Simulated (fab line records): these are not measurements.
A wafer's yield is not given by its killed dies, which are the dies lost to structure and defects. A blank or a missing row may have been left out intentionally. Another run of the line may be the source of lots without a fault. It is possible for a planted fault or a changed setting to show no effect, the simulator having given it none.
Chamber matching	flow sky130	SKY_VIA3_ETCH_15 on rie-diel-02 has 4 sister chambers
The step etches SiO2 in C4F8/O2/Ar, stops on TiN, target depth 507 nm, time 78 s. 4 wafers are shown with their chamber, then 12 later ones without.

WAFERS WITH THEIR CHAMBER
wafer	chamber	oes-product-au (a.u.)
L086.6	3	0.940
L092.1	2	0.938
L092.3	0	0.936
L092.4	1	0.946

WAFERS WITHOUT THEIR CHAMBER
wafer	oes-product-au (a.u.)
L093.1	0.953
L093.2	0.947
L093.3	0.938
L093.4	0.950
L093.5	0.944
L093.6	0.944
L095.3	0.951
L095.4	0.945
L095.5	0.950
L096.1	0.947
L096.2	0.947
L096.5	0.941

CHAMBER TAKEN BY EACH
wafer	from the rows above	in truth
L093.1	can't be placed: 1 or 3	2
L093.2	can't be placed: 1 or 3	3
L093.3	can't be placed: 2 or 0 or 3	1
L093.4	can't be placed: 1 or 3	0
L093.5	can't be placed: 1 or 3 or 2 or 0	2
L093.6	can't be placed: 1 or 3 or 2 or 0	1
L095.3	can't be placed: 1 or 3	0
L095.4	can't be placed: 1 or 3 or 2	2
L095.5	can't be placed: 1 or 3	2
L096.1	can't be placed: 1 or 3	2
L096.2	can't be placed: 1 or 3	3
L096.5	can't be placed: 3 or 2 or 0 or 1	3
Correct placement for 0 of the 12. Cannot be placed on the basis of these rows: 12; the candidates contain the true chamber in 6. Number placed wrongly: 0.
How it was worked out, from the rows above alone: a wafer's distance from a chamber is the root of the sum, over the readings, of the square of ((its reading less the chamber's mean) divided by the reading's scatter). If the next closest chamber is less than 2 further off than the closest, the wafer can't be placed; otherwise it belongs to the closest. For every chamber, the mean is computed from those of its wafers that are shown. The scatter (one wafer shown for each chamber): square how far every hidden wafer sits from the nearest shown wafer, average those squares and take the square root.
